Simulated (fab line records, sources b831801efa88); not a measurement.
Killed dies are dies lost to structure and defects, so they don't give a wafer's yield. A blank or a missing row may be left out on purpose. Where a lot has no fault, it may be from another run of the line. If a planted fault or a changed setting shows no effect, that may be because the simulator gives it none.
One fault seen from 2 desks	flow sky130	each desk has only its own numbers; what lay behind them comes last

THE METROLOGY DESK
Means of the sampled wafers that have a number, per lot and without regard to the tool the lot ran on: this is what the gauges read. The brackets show how far a lot's mean lies from the usual mean; more than 4 standard deviations puts the lot out of limits, marked OUT.
Columns: A = RES_XHIGH_TW at SKY_RES_XHIGH_TW_MEAS_09, usual 1648
lot	first seen here	A
L561	day 27 21:34	1674
L562	day 28 01:47	1659
L563	day 28 07:40	1611
L564	day 29 03:04	1641
L565	day 29 05:23	1666
L566	day 29 09:19	1627
L573	day 31 23:46	1670
L574	day 32 03:55	1663
L575	day 32 04:13	1640
L576	day 32 22:31	1649
L577	day 33 01:02	1662
L579	day 33 09:17	1645
L582	day 34 18:58	1652
This desk found nothing out of limits on any of the 13 lots.

DESK OF THE TOOL OWNER: litho-track-04
The tool's own readings at SKY_LI_CONTACT_COAT_06 (resist thk 60 nm): means of the sampled wafers that have a number, for each lot that ran on this tool. The brackets show how far a lot's mean lies from the usual mean; more than 4 standard deviations puts the lot out of limits, marked OUT.
Columns: A = spin-speed-rpm at SKY_LI_CONTACT_COAT_06, usual 3000.1 rpm
lot	first seen here	A
L565	day 31 00:47	2998.9
L566	day 31 06:17	3002.2
L574	day 34 00:08	2999.4
L575	day 34 00:56	3000.1
L576	day 34 15:49	2912.1 (-49) OUT
L577	day 34 19:02	2912.8 (-48) OUT
Finding of this desk: L576, L577 out of limits; the first was L576 at day 34 15:49, on spin-speed-rpm at SKY_LI_CONTACT_COAT_06. In limits: L565, L566, L574, L575.

PUT TOGETHER
The tool owner's desk had the chance to raise an alarm at day 34 15:49 on L576, L577.
From the metrology desk's view, nothing was out of limits.
The metrology desk has L576, L577 on record, within its limits.
SKY_LI_CONTACT_COAT_06 was run on litho-track-04 by each of the lots named.

WHAT HAD BEEN PUT IN BY THE SIMULATOR
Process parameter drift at SKY_LI_CONTACT_COAT_06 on litho-track-04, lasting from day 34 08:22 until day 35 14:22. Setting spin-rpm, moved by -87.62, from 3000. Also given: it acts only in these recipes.
Lots struck among those shown: L576, L577.
Time in hours from fault onset to the first out-of-limits reading at each desk: the tool owner's desk, 7.
